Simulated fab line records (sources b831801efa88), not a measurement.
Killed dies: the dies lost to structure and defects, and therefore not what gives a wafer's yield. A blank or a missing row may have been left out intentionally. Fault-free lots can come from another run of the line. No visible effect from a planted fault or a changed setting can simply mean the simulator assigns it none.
fab line records :: flow gf180mcu
record
  lots=12
  wafers=36
  last-day=34
route steps=602 shown V1@353 M3@421 V3@446 M4@461
lots that met no fault: from a run of the same line without faults
start-h: start of the lot's first displayed wafer, in hours after the record's first day :: wait-h: hours from the lot's prior step to this one :: " as in the row above :: L1.1+2: a row that stands for several wafers :: - value missing, or start not given :: * or withheld: withheld :: < > ~ a bound
route shown NAME@n: a module of which the file shows steps, and the number in the route of the first :: usual: mean/standard deviation of fault-free wafers :: same: alike in all rows :: chamber/n: place in a boat :: sites: each site's reading :: _std_site: their standard deviation :: _edge_site: mean of outer sites minus mean of inner sites :: radius-mm: how far each site lies from the wafer's centre :: mask NAME#n: copy n :: behind: the last tool/chamber to shape the wafer :: hold: why the lot was held/for how many hours/how that ended :: device: the n, p or np transistor that did not switch :: end of line: the tests these same wafers got at the end of their route :: a step without rows: its recipe alone :: killed: dies lost to structure and defects at the first sort, not the wafer's yield :: map: a wafer's dies, marking killed ones x, the rest . and places with no die _
set.NAME: setting as actually run; set.NAME@STEP: the setting as run at that earlier step :: model.NAME: the simulator's own value behind a step, which no gauge read
route steps across a sampled set of lots; one table per step, one row per wafer
services: a tool's chamber out of use, with start hour (start-h, from the record's first day; less than 0 if before it), hours out, and reason
## steps
# step GF_V1_STRIP_18
# recipe
  chemistry=O2/N2
  power-w=1400
  pressure-mtorr=1500
  platen-temp-c=250
  o2-flow-sccm=3000
  n2-flow-sccm=300
  overash-fraction=0.5
# usual
  drypump-motor-current-A=5.5/0.51
  heater-power-w=328/38
  oes-product-au=0.592/0.0051
lot.wafer: L816.1
tool: plasma-asher-01
chamber: 1
start-h: 431.52
wait-h: -
drypump-motor-current-A: 4.9
heater-power-w: 298
oes-product-au: 0.602
rf-hours-counter-h: 66

lot.wafer: L816.3
tool: plasma-asher-01
chamber: 1
start-h: 431.52
wait-h: -
drypump-motor-current-A: 5.0
heater-power-w: 288
oes-product-au: 0.593
rf-hours-counter-h: -

lot.wafer: L816.6
tool: plasma-asher-01
chamber: 0
start-h: 431.52
wait-h: -
drypump-motor-current-A: 5.2
heater-power-w: 303
oes-product-au: 0.594
rf-hours-counter-h: -

lot.wafer: L815.1
tool: plasma-asher-01
chamber: 1
start-h: 434.62
wait-h: -
drypump-motor-current-A: 5.0
heater-power-w: 290
oes-product-au: 0.602
rf-hours-counter-h: 67

lot.wafer: L815.4
tool: plasma-asher-01
chamber: 1
start-h: 434.62
wait-h: -
drypump-motor-current-A: 5.0
heater-power-w: 295
oes-product-au: 0.588
rf-hours-counter-h: -

lot.wafer: L815.5
tool: plasma-asher-01
chamber: 1
start-h: 434.62
wait-h: -
drypump-motor-current-A: 5.0
heater-power-w: 287
oes-product-au: 0.596
rf-hours-counter-h: -

lot.wafer: L822.1
tool: plasma-asher-03
chamber: 1
start-h: 459.46
wait-h: -
drypump-motor-current-A: 6.0
heater-power-w: 347
oes-product-au: 0.592
rf-hours-counter-h: 80

lot.wafer: L822.3
tool: plasma-asher-03
chamber: 1
start-h: 459.46
wait-h: -
drypump-motor-current-A: 6.0
heater-power-w: 341
oes-product-au: 0.588
rf-hours-counter-h: -

lot.wafer: L822.4
tool: plasma-asher-03
chamber: 0
start-h: 459.46
wait-h: -
drypump-motor-current-A: 6.1
heater-power-w: 330
oes-product-au: 0.594
rf-hours-counter-h: -

lot.wafer: L823.1
tool: plasma-asher-03
chamber: 0
start-h: 462.77
wait-h: -
drypump-motor-current-A: 6.1
heater-power-w: 344
oes-product-au: 0.598
rf-hours-counter-h: 81

lot.wafer: L823.2
tool: plasma-asher-03
chamber: 1
start-h: 462.77
wait-h: -
drypump-motor-current-A: 6.0
heater-power-w: 359
oes-product-au: 0.594
rf-hours-counter-h: 81

lot.wafer: L823.6
tool: plasma-asher-03
chamber: 1
start-h: 462.77
wait-h: -
drypump-motor-current-A: 6.0
heater-power-w: 354
oes-product-au: 0.594
rf-hours-counter-h: -

lot.wafer: L824.1
tool: plasma-asher-01
chamber: 1
start-h: 476.57
wait-h: -
drypump-motor-current-A: 4.9
heater-power-w: 297
oes-product-au: 0.586
rf-hours-counter-h: 71

lot.wafer: L824.3
tool: plasma-asher-01
chamber: 1
start-h: 476.57
wait-h: -
drypump-motor-current-A: 5.0
heater-power-w: 288
oes-product-au: 0.593
rf-hours-counter-h: -

lot.wafer: L824.6
tool: plasma-asher-01
chamber: 1
start-h: 476.57
wait-h: -
drypump-motor-current-A: 5.0
heater-power-w: 294
oes-product-au: 0.589
rf-hours-counter-h: -

lot.wafer: L826.1
tool: plasma-asher-01
chamber: 1
start-h: 488.97
wait-h: -
drypump-motor-current-A: 4.9
heater-power-w: 289
oes-product-au: 0.607
rf-hours-counter-h: 73

lot.wafer: L826.4
tool: plasma-asher-01
chamber: 1
start-h: 488.97
wait-h: -
drypump-motor-current-A: 5.0
heater-power-w: 291
oes-product-au: 0.593
rf-hours-counter-h: -

lot.wafer: L826.6
tool: plasma-asher-01
chamber: 1
start-h: 488.97
wait-h: -
drypump-motor-current-A: 4.9
heater-power-w: 293
oes-product-au: 0.588
rf-hours-counter-h: -

lot.wafer: L827.4
tool: plasma-asher-01
chamber: 0
start-h: 495.40
wait-h: -
drypump-motor-current-A: 5.2
heater-power-w: 320
oes-product-au: 0.600
rf-hours-counter-h: -

lot.wafer: L827.5
tool: plasma-asher-01
chamber: 1
start-h: 495.40
wait-h: -
drypump-motor-current-A: 4.9
heater-power-w: 292
oes-product-au: 0.587
rf-hours-counter-h: -

lot.wafer: L827.6
tool: plasma-asher-01
chamber: 0
start-h: 495.40
wait-h: -
drypump-motor-current-A: 5.2
heater-power-w: 314
oes-product-au: 0.587
rf-hours-counter-h: -

lot.wafer: L828.1
tool: plasma-asher-01
chamber: 0
start-h: 506.77
wait-h: -
drypump-motor-current-A: 5.2
heater-power-w: 324
oes-product-au: 0.594
rf-hours-counter-h: 74

lot.wafer: L828.3
tool: plasma-asher-01
chamber: 0
start-h: 506.77
wait-h: -
drypump-motor-current-A: 5.2
heater-power-w: 307
oes-product-au: 0.595
rf-hours-counter-h: -

lot.wafer: L828.5
tool: plasma-asher-01
chamber: 0
start-h: 506.77
wait-h: -
drypump-motor-current-A: 5.2
heater-power-w: 314
oes-product-au: 0.591
rf-hours-counter-h: -

lot.wafer: L834.1
tool: plasma-asher-02
chamber: 1
start-h: 557.27
wait-h: -
drypump-motor-current-A: 6.0
heater-power-w: 326
oes-product-au: 0.594
rf-hours-counter-h: 41

lot.wafer: L834.3
tool: plasma-asher-02
chamber: 1
start-h: 557.27
wait-h: -
drypump-motor-current-A: 6.0
heater-power-w: 325
oes-product-au: 0.582
rf-hours-counter-h: -

lot.wafer: L834.6
tool: plasma-asher-02
chamber: 1
start-h: 557.27
wait-h: -
drypump-motor-current-A: 6.0
heater-power-w: 323
oes-product-au: 0.589
rf-hours-counter-h: -

lot.wafer: L835.1
tool: plasma-asher-01
chamber: 0
start-h: 568.87
wait-h: -
drypump-motor-current-A: 5.2
heater-power-w: 316
oes-product-au: 0.591
rf-hours-counter-h: 81

lot.wafer: L835.5
tool: plasma-asher-01
chamber: 1
start-h: 568.87
wait-h: -
drypump-motor-current-A: 5.0
heater-power-w: 294
oes-product-au: 0.590
rf-hours-counter-h: -

lot.wafer: L835.6
tool: plasma-asher-01
chamber: 0
start-h: 568.87
wait-h: -
drypump-motor-current-A: 5.2
heater-power-w: 321
oes-product-au: 0.590
rf-hours-counter-h: -

lot.wafer: L836.2
tool: plasma-asher-03
chamber: 1
start-h: 574.37
wait-h: -
drypump-motor-current-A: 6.1
heater-power-w: 346
oes-product-au: 0.588
rf-hours-counter-h: 91

lot.wafer: L836.3
tool: plasma-asher-03
chamber: 1
start-h: 574.37
wait-h: -
drypump-motor-current-A: 6.0
heater-power-w: 349
oes-product-au: 0.597
rf-hours-counter-h: -

lot.wafer: L836.4
tool: plasma-asher-03
chamber: 0
start-h: 574.37
wait-h: -
drypump-motor-current-A: 6.1
heater-power-w: 334
oes-product-au: 0.597
rf-hours-counter-h: -

lot.wafer: L838.3
tool: plasma-asher-02
chamber: 1
start-h: 589.50
wait-h: -
drypump-motor-current-A: 6.1
heater-power-w: 327
oes-product-au: 0.594
rf-hours-counter-h: -

lot.wafer: L838.4
tool: plasma-asher-02
chamber: 0
start-h: 589.50
wait-h: -
drypump-motor-current-A: 6.2
heater-power-w: 418
oes-product-au: 0.593
rf-hours-counter-h: -

lot.wafer: L838.6
tool: plasma-asher-02
chamber: 0
start-h: 589.50
wait-h: -
drypump-motor-current-A: 6.2
heater-power-w: 424
oes-product-au: 0.593
rf-hours-counter-h: -
# step GF_M3_PEB_12
# recipe
  peb-temp-c=135
  peb-time-s=90
  resist=KrF
lot.wafer: L816.1+3+6
tool: litho-track-04
chamber: 0
start-h: 505.79
wait-h: -

lot.wafer: L815.1+4+5
tool: litho-track-03
chamber: 0
start-h: 508.78
wait-h: -

lot.wafer: L822.1+3+4
tool: litho-track-01
chamber: 0
start-h: 531.08
wait-h: -

lot.wafer: L823.1+2+6
tool: litho-track-01
chamber: 0
start-h: 533.68
wait-h: -

lot.wafer: L824.1+3+6
tool: litho-track-01
chamber: 0
start-h: 547.78
wait-h: -

lot.wafer: L826.1+4+6
tool: litho-track-03
chamber: 0
start-h: 559.98
wait-h: -

lot.wafer: L827.4+5+6
tool: litho-track-04
chamber: 0
start-h: 567.29
wait-h: -

lot.wafer: L828.1+3+5
tool: litho-track-01
chamber: 0
start-h: 577.43
wait-h: -

lot.wafer: L834.1+3+6
tool: litho-track-04
chamber: 0
start-h: 626.73
wait-h: -

lot.wafer: L835.1+5+6
tool: litho-track-04
chamber: 0
start-h: 638.68
wait-h: -

lot.wafer: L836.2+3+4
tool: litho-track-01
chamber: 0
start-h: 644.36
wait-h: -

lot.wafer: L838.3+4+6
tool: litho-track-01
chamber: 0
start-h: 658.90
wait-h: -
# step GF_M3_CD_MEAS_14
# recipe
  target-cd-nm=280
# usual
  cd-nm=280.1/1.3
lot.wafer: L816.1
tool: cd-sem-01
chamber: -
start-h: 506.14
wait-h: 0.1
cd-nm: 279.0

lot.wafer: L816.3
tool: cd-sem-01
chamber: -
start-h: 506.14
wait-h: 0.1
cd-nm: 279.2

lot.wafer: L816.6
tool: cd-sem-01
chamber: -
start-h: 506.14
wait-h: 0.1
cd-nm: 278.6

lot.wafer: L815.1
tool: cd-sem-01
chamber: -
start-h: 509.13
wait-h: 0.1
cd-nm: 278.7

lot.wafer: L815.4
tool: cd-sem-01
chamber: -
start-h: 509.13
wait-h: 0.1
cd-nm: 280.6

lot.wafer: L815.5
tool: cd-sem-01
chamber: -
start-h: 509.13
wait-h: 0.1
cd-nm: 280.2

lot.wafer: L822.1
tool: cd-sem-02
chamber: -
start-h: 531.43
wait-h: 0.1
cd-nm: 282.5

lot.wafer: L822.3
tool: cd-sem-02
chamber: -
start-h: 531.43
wait-h: 0.1
cd-nm: 281.8

lot.wafer: L822.4
tool: cd-sem-02
chamber: -
start-h: 531.43
wait-h: 0.1
cd-nm: 282.3

lot.wafer: L823.1
tool: cd-sem-02
chamber: -
start-h: 534.03
wait-h: 0.1
cd-nm: 279.3

lot.wafer: L823.2
tool: cd-sem-02
chamber: -
start-h: 534.03
wait-h: 0.1
cd-nm: 280.6

lot.wafer: L823.6
tool: cd-sem-02
chamber: -
start-h: 534.03
wait-h: 0.1
cd-nm: 280.0

lot.wafer: L824.1
tool: cd-sem-02
chamber: -
start-h: 548.13
wait-h: 0.1
cd-nm: 280.0

lot.wafer: L824.3
tool: cd-sem-02
chamber: -
start-h: 548.13
wait-h: 0.1
cd-nm: 281.3

lot.wafer: L824.6
tool: cd-sem-02
chamber: -
start-h: 548.13
wait-h: 0.1
cd-nm: 279.3

lot.wafer: L826.1
tool: cd-sem-02
chamber: -
start-h: 560.33
wait-h: 0.1
cd-nm: 278.7

lot.wafer: L826.4
tool: cd-sem-02
chamber: -
start-h: 560.33
wait-h: 0.1
cd-nm: 279.6

lot.wafer: L826.6
tool: cd-sem-02
chamber: -
start-h: 560.33
wait-h: 0.1
cd-nm: 278.9

lot.wafer: L827.4
tool: cd-sem-02
chamber: -
start-h: 567.60
wait-h: 0.1
cd-nm: 278.4

lot.wafer: L827.5
tool: cd-sem-02
chamber: -
start-h: 567.60
wait-h: 0.1
cd-nm: 278.4

lot.wafer: L827.6
tool: cd-sem-02
chamber: -
start-h: 567.60
wait-h: 0.1
cd-nm: 277.8

lot.wafer: L828.1
tool: cd-sem-02
chamber: -
start-h: 577.78
wait-h: 0.1
cd-nm: 276.4

lot.wafer: L828.3
tool: cd-sem-02
chamber: -
start-h: 577.78
wait-h: 0.1
cd-nm: 279.8

lot.wafer: L828.5
tool: cd-sem-02
chamber: -
start-h: 577.78
wait-h: 0.1
cd-nm: 276.3

lot.wafer: L834.1
tool: cd-sem-02
chamber: -
start-h: 627.08
wait-h: 0.1
cd-nm: 279.9

lot.wafer: L834.3
tool: cd-sem-02
chamber: -
start-h: 627.08
wait-h: 0.1
cd-nm: 279.3

lot.wafer: L834.6
tool: cd-sem-02
chamber: -
start-h: 627.08
wait-h: 0.1
cd-nm: 279.5

lot.wafer: L835.1
tool: cd-sem-02
chamber: -
start-h: 639.03
wait-h: 0.1
cd-nm: 281.5

lot.wafer: L835.5
tool: cd-sem-02
chamber: -
start-h: 639.03
wait-h: 0.1
cd-nm: 279.8

lot.wafer: L835.6
tool: cd-sem-02
chamber: -
start-h: 639.03
wait-h: 0.1
cd-nm: 280.2

lot.wafer: L836.2
tool: cd-sem-02
chamber: -
start-h: 644.70
wait-h: 0.1
cd-nm: 280.5

lot.wafer: L836.3
tool: cd-sem-02
chamber: -
start-h: 644.70
wait-h: 0.1
cd-nm: 281.0

lot.wafer: L836.4
tool: cd-sem-02
chamber: -
start-h: 644.70
wait-h: 0.1
cd-nm: 279.4

lot.wafer: L838.3
tool: cd-sem-01
chamber: -
start-h: 659.22
wait-h: 0.1
cd-nm: 282.6

lot.wafer: L838.4
tool: cd-sem-01
chamber: -
start-h: 659.22
wait-h: 0.1
cd-nm: 282.2

lot.wafer: L838.6
tool: cd-sem-01
chamber: -
start-h: 659.22
wait-h: 0.1
cd-nm: 283.0
# step GF_V3_ETCH_17
# recipe
  chemistry=C4F8/O2/Ar
  mask-material=KrF
  target=SiO2
  stop-on=TiN
  source-w=1500
  bias-w=1200
  pressure-mtorr=40
  c4f8-flow-sccm=withheld
  O2_flow_sccm=6
  Ar_flow_sccm=300
  time-s=withheld
  target-depth-a=6350
# usual
  oes-product-au=0.855/0.0045
lot.wafer: L816.1
tool: rie-diel-04
chamber: 1
start-h: -
wait-h: -
oes-product-au: 0.853

lot.wafer: L816.3
tool: rie-diel-04
chamber: 3
start-h: -
wait-h: -
oes-product-au: 0.857

lot.wafer: L816.6
tool: rie-diel-04
chamber: 3
start-h: -
wait-h: -
oes-product-au: 0.861

lot.wafer: L815.1
tool: rie-diel-04
chamber: 3
start-h: -
wait-h: -
oes-product-au: 0.850

lot.wafer: L815.4
tool: rie-diel-04
chamber: 2
start-h: -
wait-h: -
oes-product-au: 0.847

lot.wafer: L815.5
tool: rie-diel-04
chamber: 1
start-h: -
wait-h: -
oes-product-au: 0.859

lot.wafer: L822.1
tool: rie-diel-02
chamber: 0
start-h: -
wait-h: -
oes-product-au: 0.863

lot.wafer: L822.3
tool: rie-diel-02
chamber: 3
start-h: -
wait-h: -
oes-product-au: 0.855

lot.wafer: L822.4
tool: rie-diel-02
chamber: 3
start-h: -
wait-h: -
oes-product-au: 0.860

lot.wafer: L823.1
tool: rie-diel-04
chamber: 2
start-h: -
wait-h: -
oes-product-au: 0.853

lot.wafer: L823.2
tool: rie-diel-04
chamber: 0
start-h: -
wait-h: -
oes-product-au: 0.857

lot.wafer: L823.6
tool: rie-diel-04
chamber: 3
start-h: -
wait-h: -
oes-product-au: 0.856

lot.wafer: L824.1
tool: rie-diel-03
chamber: 2
start-h: -
wait-h: -
oes-product-au: 0.855

lot.wafer: L824.3
tool: rie-diel-03
chamber: 3
start-h: -
wait-h: -
oes-product-au: 0.859

lot.wafer: L824.6
tool: rie-diel-03
chamber: 3
start-h: -
wait-h: -
oes-product-au: 0.850

lot.wafer: L826.1
tool: rie-diel-04
chamber: 1
start-h: -
wait-h: -
oes-product-au: 0.858

lot.wafer: L826.4
tool: rie-diel-04
chamber: 3
start-h: -
wait-h: -
oes-product-au: 0.857

lot.wafer: L826.6
tool: rie-diel-04
chamber: 2
start-h: -
wait-h: -
oes-product-au: 0.844

lot.wafer: L827.4
tool: rie-diel-02
chamber: 2
start-h: -
wait-h: -
oes-product-au: 0.849

lot.wafer: L827.5
tool: rie-diel-02
chamber: 3
start-h: -
wait-h: -
oes-product-au: 0.860

lot.wafer: L827.6
tool: rie-diel-02
chamber: 0
start-h: -
wait-h: -
oes-product-au: 0.856

lot.wafer: L828.1
tool: rie-diel-02
chamber: 2
start-h: -
wait-h: -
oes-product-au: 0.854

lot.wafer: L828.3
tool: rie-diel-02
chamber: 1
start-h: -
wait-h: -
oes-product-au: 0.857

lot.wafer: L828.5
tool: rie-diel-02
chamber: 2
start-h: -
wait-h: -
oes-product-au: 0.851

lot.wafer: L834.1
tool: rie-diel-03
chamber: 1
start-h: -
wait-h: -
oes-product-au: 0.847

lot.wafer: L834.3
tool: rie-diel-03
chamber: 2
start-h: -
wait-h: -
oes-product-au: 0.863

lot.wafer: L834.6
tool: rie-diel-03
chamber: 3
start-h: -
wait-h: -
oes-product-au: 0.858

lot.wafer: L835.1
tool: rie-diel-03
chamber: 0
start-h: -
wait-h: -
oes-product-au: 0.861

lot.wafer: L835.5
tool: rie-diel-03
chamber: 0
start-h: -
wait-h: -
oes-product-au: 0.861

lot.wafer: L835.6
tool: rie-diel-03
chamber: 1
start-h: -
wait-h: -
oes-product-au: 0.850

lot.wafer: L836.2
tool: rie-diel-02
chamber: 1
start-h: -
wait-h: -
oes-product-au: 0.859

lot.wafer: L836.3
tool: rie-diel-02
chamber: 3
start-h: -
wait-h: -
oes-product-au: 0.855

lot.wafer: L836.4
tool: rie-diel-02
chamber: 0
start-h: -
wait-h: -
oes-product-au: 0.858

lot.wafer: L838.3
tool: rie-diel-04
chamber: 2
start-h: -
wait-h: -
oes-product-au: 0.859

lot.wafer: L838.4
tool: rie-diel-04
chamber: 1
start-h: -
wait-h: -
oes-product-au: 0.853

lot.wafer: L838.6
tool: rie-diel-04
chamber: 2
start-h: -
wait-h: -
oes-product-au: 0.850
# step GF_M4_RS_MEAS_05
# recipe
  thk-meas-gauge=four-point-probe
  reads=TiN_of_M4_SPUTTER_04+Ti_of_M4_SPUTTER_03+AlCu_of_M4_SPUTTER_02+TiN_of_M4_SPUTTER_01+Ti_of_M4_SPUTTER_00
# usual
  M4_ALCU_RS=0.0704/0.0009
lot.wafer: L816.1
tool: film-metro-03
chamber: -
start-h: 531.45
wait-h: 0.0
M4_ALCU_RS[ohm/sq]: 0.0711

lot.wafer: L816.3
tool: film-metro-03
chamber: -
start-h: 531.45
wait-h: 0.0
M4_ALCU_RS[ohm/sq]: 0.0722

lot.wafer: L816.6
tool: film-metro-03
chamber: -
start-h: 531.45
wait-h: 0.0
M4_ALCU_RS[ohm/sq]: 0.0713

lot.wafer: L815.1
tool: film-metro-04
chamber: -
start-h: 535.31
wait-h: 0.0
M4_ALCU_RS[ohm/sq]: 0.0703

lot.wafer: L815.4
tool: film-metro-04
chamber: -
start-h: 535.31
wait-h: 0.0
M4_ALCU_RS[ohm/sq]: 0.0700

lot.wafer: L815.5
tool: film-metro-04
chamber: -
start-h: 535.31
wait-h: 0.0
M4_ALCU_RS[ohm/sq]: 0.0700

lot.wafer: L822.1
tool: film-metro-02
chamber: -
start-h: 556.82
wait-h: 0.0
M4_ALCU_RS[ohm/sq]: 0.0704

lot.wafer: L822.3
tool: film-metro-02
chamber: -
start-h: 556.82
wait-h: 0.0
M4_ALCU_RS[ohm/sq]: 0.0700

lot.wafer: L822.4
tool: film-metro-02
chamber: -
start-h: 556.82
wait-h: 0.0
M4_ALCU_RS[ohm/sq]: 0.0715

lot.wafer: L823.1
tool: film-metro-04
chamber: -
start-h: 559.89
wait-h: 0.0
M4_ALCU_RS[ohm/sq]: 0.0705

lot.wafer: L823.2
tool: film-metro-04
chamber: -
start-h: 559.89
wait-h: 0.0
M4_ALCU_RS[ohm/sq]: 0.0686

lot.wafer: L823.6
tool: film-metro-04
chamber: -
start-h: 559.89
wait-h: 0.0
M4_ALCU_RS[ohm/sq]: 0.0689

lot.wafer: L824.1
tool: film-metro-04
chamber: -
start-h: 574.25
wait-h: 0.0
M4_ALCU_RS[ohm/sq]: 0.0705

lot.wafer: L824.3
tool: film-metro-04
chamber: -
start-h: 574.25
wait-h: 0.0
M4_ALCU_RS[ohm/sq]: 0.0714

lot.wafer: L824.6
tool: film-metro-04
chamber: -
start-h: 574.25
wait-h: 0.0
M4_ALCU_RS[ohm/sq]: 0.0704

lot.wafer: L826.1
tool: film-metro-04
chamber: -
start-h: 585.21
wait-h: 0.0
M4_ALCU_RS[ohm/sq]: 0.0695

lot.wafer: L826.4
tool: film-metro-04
chamber: -
start-h: 585.21
wait-h: 0.0
M4_ALCU_RS[ohm/sq]: 0.0699

lot.wafer: L826.6
tool: film-metro-04
chamber: -
start-h: 585.21
wait-h: 0.0
M4_ALCU_RS[ohm/sq]: 0.0698

lot.wafer: L827.4
tool: film-metro-02
chamber: -
start-h: 593.13
wait-h: 0.1
M4_ALCU_RS[ohm/sq]: 0.0699

lot.wafer: L827.5
tool: film-metro-02
chamber: -
start-h: 593.13
wait-h: 0.1
M4_ALCU_RS[ohm/sq]: 0.0703

lot.wafer: L827.6
tool: film-metro-02
chamber: -
start-h: 593.13
wait-h: 0.1
M4_ALCU_RS[ohm/sq]: 0.0701

lot.wafer: L828.1
tool: film-metro-04
chamber: -
start-h: 602.42
wait-h: 0.0
M4_ALCU_RS[ohm/sq]: 0.0680

lot.wafer: L828.3
tool: film-metro-04
chamber: -
start-h: 602.42
wait-h: 0.0
M4_ALCU_RS[ohm/sq]: 0.0704

lot.wafer: L828.5
tool: film-metro-04
chamber: -
start-h: 602.42
wait-h: 0.0
M4_ALCU_RS[ohm/sq]: 0.0684

lot.wafer: L834.1
tool: film-metro-04
chamber: -
start-h: 652.41
wait-h: 0.0
M4_ALCU_RS[ohm/sq]: 0.0710

lot.wafer: L834.3
tool: film-metro-04
chamber: -
start-h: 652.41
wait-h: 0.0
M4_ALCU_RS[ohm/sq]: 0.0718

lot.wafer: L834.6
tool: film-metro-04
chamber: -
start-h: 652.41
wait-h: 0.0
M4_ALCU_RS[ohm/sq]: 0.0721

lot.wafer: L835.1
tool: film-metro-04
chamber: -
start-h: 663.93
wait-h: 0.0
M4_ALCU_RS[ohm/sq]: 0.0697

lot.wafer: L835.5
tool: film-metro-04
chamber: -
start-h: 663.93
wait-h: 0.0
M4_ALCU_RS[ohm/sq]: 0.0709

lot.wafer: L835.6
tool: film-metro-04
chamber: -
start-h: 663.93
wait-h: 0.0
M4_ALCU_RS[ohm/sq]: 0.0709

lot.wafer: L836.2
tool: film-metro-02
chamber: -
start-h: 669.24
wait-h: 0.0
M4_ALCU_RS[ohm/sq]: 0.0704

lot.wafer: L836.3
tool: film-metro-02
chamber: -
start-h: 669.24
wait-h: 0.0
M4_ALCU_RS[ohm/sq]: 0.0705

lot.wafer: L836.4
tool: film-metro-02
chamber: -
start-h: 669.24
wait-h: 0.0
M4_ALCU_RS[ohm/sq]: 0.0703

lot.wafer: L838.3
tool: film-metro-03
chamber: -
start-h: 684.14
wait-h: 0.1
M4_ALCU_RS[ohm/sq]: 0.0703

lot.wafer: L838.4
tool: film-metro-03
chamber: -
start-h: 684.14
wait-h: 0.1
M4_ALCU_RS[ohm/sq]: 0.0707

lot.wafer: L838.6
tool: film-metro-03
chamber: -
start-h: 684.14
wait-h: 0.1
M4_ALCU_RS[ohm/sq]: 0.0700
## services
tool: rie-diel-03
chamber: 3
start-h: 410.79
hours: 9.5
kind: repair

tool: rie-diel-04
chamber: 3
start-h: 417.06
hours: 2.5
kind: repair

tool: rie-diel-03
chamber: -
start-h: 419.60
hours: 1.5
kind: repair

tool: plasma-asher-02
chamber: -
start-h: 420.09
hours: 20.9
kind: pm

tool: rie-diel-03
chamber: -
start-h: 420.18
hours: 0.6
kind: repair

tool: rie-diel-04
chamber: 1
start-h: 429.08
hours: 1.5
kind: repair

tool: rie-diel-02
chamber: -
start-h: 444.34
hours: 1.8
kind: repair

tool: rie-diel-02
chamber: 0
start-h: 445.41
hours: 2.8
kind: repair

tool: plasma-asher-01
chamber: -
start-h: 455.72
hours: 0.6
kind: repair

tool: rie-diel-03
chamber: 1
start-h: 480.42
hours: 3.9
kind: repair

tool: rie-diel-02
chamber: -
start-h: 482.22
hours: 2.8
kind: pm

tool: plasma-asher-01
chamber: -
start-h: 503.13
hours: 0.9
kind: repair

tool: rie-diel-02
chamber: 2
start-h: 509.96
hours: 6.5
kind: repair

tool: rie-diel-02
chamber: 1
start-h: 512.65
hours: 20.7
kind: repair

tool: rie-diel-03
chamber: 1
start-h: 519.74
hours: 4.4
kind: repair

tool: plasma-asher-03
chamber: -
start-h: 524.07
hours: 2.1
kind: repair

tool: rie-diel-03
chamber: -
start-h: 526.74
hours: 0.9
kind: repair

tool: rie-diel-02
chamber: 2
start-h: 527.99
hours: 12.0
kind: repair

tool: plasma-asher-03
chamber: -
start-h: 559.38
hours: 4.4
kind: pm

tool: rie-diel-03
chamber: -
start-h: 587.30
hours: 1.1
kind: repair

tool: plasma-asher-01
chamber: -
start-h: 609.81
hours: 0.4
kind: repair

tool: rie-diel-02
chamber: 1
start-h: 639.08
hours: 15.3
kind: repair

tool: rie-diel-03
chamber: -
start-h: 651.52
hours: 2.8
kind: pm

tool: rie-diel-03
chamber: 1
start-h: 665.86
hours: 4.1
kind: repair
## key
first-sign
  step=GF_M3_CD_MEAS_14
  reading=cd-nm
  direction=down
  sigmas=2.9
  usual=280.1
  struck=276.4
effect none on later readings
met-at GF_M3_PEB_12
struck-lots L828
struck-wafers L828.1,L828.5
not-acting-at GF_V1_STRIP_18,GF_V3_ETCH_17,GF_M4_RS_MEAS_05
onset-between 547.78 577.43
fault
  kind=process-parameter-drift
  tool=litho-track-01
  chamber=-
  onset-h=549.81
  steps=GF_M3_PEB_12
  channel=peb-time-s
  offset=*
  shape=step
  end-h=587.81
  scope=struck-wafers-only
  acts-in=*
  stated=*
